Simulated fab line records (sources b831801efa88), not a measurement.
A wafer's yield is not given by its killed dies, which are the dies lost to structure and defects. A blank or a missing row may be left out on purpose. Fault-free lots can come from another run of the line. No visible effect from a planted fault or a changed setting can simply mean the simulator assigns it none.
Which tool did it? | flow sfqLine | 8 lots, 24 wafers sampled, at 4 steps of a route of 325

WHAT EACH GAUGE READ, for each wafer
SFQ_I4_OVL_MEAS_928.
lot  | measured     | on         | I4_OVL (nm)
L494 | day 44 15:04 | overlay-02 | -11 0 -5
L497 | day 44 21:40 | overlay-02 | 2 0 2
L499 | day 52 01:18 | overlay-01 | 88 86 85
L501 | day 52 08:27 | overlay-02 | 101 99 97
L508 | day 53 16:50 | overlay-01 | 1 -4 -3
L511 | day 60 11:46 | overlay-02 | 8 1 4
L513 | day 60 21:22 | overlay-02 | 2 1 3
L515 | day 71 10:43 | overlay-02 | 5 4 7

WHICH TOOL RAN EACH LOT (tool, then ch and the chambers of the sampled wafers, then the start)
lot  | SFQ_TRILAYER_M3_STRIP_STRIP_079  | SFQ_TRILAYER_I3_VIA_ETCH_VIA_ETCH_088 | SFQ_TRILAYER_I4_VIA_LITHO_EXPOSE_104
L494 | rieMetal-03 ch 0,1, day 38 11:22 | rieDiel-02 ch 0,1, day 40 06:00       | krfScanner-02 ch 0, day 44 13:46
L497 | rieMetal-04 ch 0, day 39 18:09   | rieDiel-03 ch 1,2, day 40 15:36       | krfScanner-02 ch 0, day 44 20:22
L499 | rieMetal-03 ch 0,1, day 40 08:33 | rieDiel-04 ch 0,2,3, day 46 08:36     | krfScanner-02 ch 0, day 51 23:48
L501 | rieMetal-04 ch 1, day 40 17:20   | rieDiel-03 ch 0,1, day 46 11:00       | krfScanner-02 ch 0, day 52 07:09
L508 | rieMetal-04 ch 0,1, day 47 11:08 | rieDiel-04 ch 0,2,3, day 53 04:30     | krfScanner-01 ch 0, day 53 15:31
L511 | rieMetal-04 ch 0,1, day 54 13:53 | rieDiel-02 ch 0,1,3, day 54 23:11     | krfScanner-01 ch 0, day 60 10:16
L513 | rieMetal-04 ch 0,1, day 54 19:53 | rieDiel-03 ch 0,1,2, day 55 06:14     | krfScanner-01 ch 0, day 60 19:52
L515 | rieMetal-02 ch 0,1, day 55 21:17 | rieDiel-04 ch 0,1, day 61 02:57       | krfScanner-01 ch 0, day 71 09:37
- SFQ_TRILAYER_M3_STRIP_STRIP_079: strips in O2.
- SFQ_TRILAYER_I3_VIA_ETCH_VIA_ETCH_088: etches SiO2 in CHF3, stops on Nb, target depth 260 nm.
- SFQ_TRILAYER_I4_VIA_LITHO_EXPOSE_104: exposes mask I4, target cd 700 nm.

THE ANSWER, worked out from the rows above alone
Rule: the lots themselves supply what counts as usual. Put in order of their means at a reading, lots are off if they are a third of the lots or fewer, leave a main group of 4 or more, and stand apart from it by a gap of 3 or more times the standard deviation of the main group's means; of several such gaps the widest counts. A main group is skipped when, at the precision printed for the reading in the tables above, its means are all equal. A lot without any number at a reading at which 4 lots or more have one is off too. Where the step has rows for the other lots, those lots are counted as sound.
Off: at SFQ_I4_OVL_MEAS_928 (I4_OVL), L499, L501. The main group has a mean of 1 nm with a standard deviation of 3.7.
A tool fits if, at a process step before that reading, it ran every lot that is off, and no sound lot after the first of them. The gauges at SFQ_I4_OVL_MEAS_928 are tried like those tools. One fits: SFQ_TRILAYER_I4_VIA_LITHO_EXPOSE_104 on krfScanner-02. A fault onset in the window from L497 (day 44 20:22, its last sound lot) to L499 (day 51 23:48, its first lot off) fits.

WHAT WAS PUT IN BY THE SIMULATOR
Scanner matching overlay: krfScanner-02, from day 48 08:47 on, at SFQ_TRILAYER_I4_VIA_LITHO_EXPOSE_104. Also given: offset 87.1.
Lots struck among those shown: L499, L501. The rule above reached the same finding.
